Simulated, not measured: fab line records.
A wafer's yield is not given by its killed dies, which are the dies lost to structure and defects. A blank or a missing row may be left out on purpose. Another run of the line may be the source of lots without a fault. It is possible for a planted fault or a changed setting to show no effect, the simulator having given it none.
Comparing a struck lot with a sound one / flow sky130 / 14 out of 708 route steps
Sound: the wafers L836.4, L836.5, L836.6. Wafers struck: L841.2, L841.4, L841.6. The cause comes at the end.
At each step with rows: each side's tool, then ch and its chambers, then its first start. Under that, the readings that differ: sound wafers / struck wafers / difference of the means / sigmas: that difference in standard deviations of wafers without a fault.
alike: readings with means less than 2 such deviations apart, plus words and numbers identical on both sides. not compared: withheld readings, readings lacking a value on some wafer, bounds such as >300 that could conceal the same value, and numbers that have no deviation in the record and whose values overlap.
A row with sigmas, a row that says differs or no value, or rows on one side alone: a step with any of these is where the two part. Numbers that don't overlap but have no deviation are shown without sigmas and don't part them. Lack of a reading on every wafer of one side parts them only where that side has two or more wafers.

first, 4 steps without rows for these wafers: SKY_VT_ADJUST_LVTN_SOFTBAKE_14 (time 60 s); SKY_VT_ADJUST_LVTN_EXPOSE_15 (exposes mask HVN STD DERIVED, target cd 600 nm); SKY_VT_ADJUST_LVTN_PEB_16; SKY_VT_ADJUST_LVTN_DEVELOP_17 (develop time 60 s).
SKY_VT_ADJUST_LVTN_OVL_MEAS_18:
  sound on overlay-01 at day 10 21:23; struck on overlay-01 at day 12 03:10
  alike: VT_ADJUST_LVTN_01_OVL
after that, 1 step had no rows for these wafers: SKY_VT_ADJUST_LVTN_IMPLANT_19.
SKY_VT_ADJUST_LVTN_STRIP_20: strips in O2/N2.
  sound on plasma_asher-02 ch 0,1, day 10 21:35; struck on plasma_asher-03 ch 1, day 12 03:20
  alike: chamber_pressure_mTorr, drypump_motor_current_A, oes_product_au, strip_time_to_endpoint_s
  not compared: rf_hours_counter_h
SKY_VT_ADJUST_LVTN_TW_MEAS_21:
  sound on film_metro-04 at day 10 21:40; struck on film_metro-04 at day 12 03:27
  alike: VT_ADJUST_LVTN_2_TW
then, 4 steps without rows for these wafers: SKY_VT_ADJUST_NCORE_DEHYDRATE_00 (time 60 s); SKY_VT_ADJUST_NCORE_HMDS_01 (prime time 60 s); SKY_VT_ADJUST_NCORE_COAT_02 (resist thk 1140 nm); SKY_VT_ADJUST_NCORE_SOFTBAKE_03 (time 60 s).
SKY_VT_ADJUST_NCORE_EXPOSE_04: exposes mask LVTN COMPLEMENT THIN, target cd 380 nm.
  sound on iline_stepper-02 ch 0, day 11 09:05; struck on iline_stepper-01, day 12 14:35
  no value came back on the struck wafers for exposure_dose_mJ_cm2, focus_offset_nm (nm); on the sound wafers exposure_dose_mJ_cm2 reads 139.12 139.23 138.97
  alike: mask
after that, 1 step had no rows for these wafers: SKY_VT_ADJUST_NCORE_PEB_05.

## WHERE THEY PART
Within this record, at SKY_VT_ADJUST_NCORE_EXPOSE_04 only.

WHY: the cause the simulator had injected
Whole step skipped at SKY_VT_ADJUST_NCORE_EXPOSE_04 on iline_stepper-01, starting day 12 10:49. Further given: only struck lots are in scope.
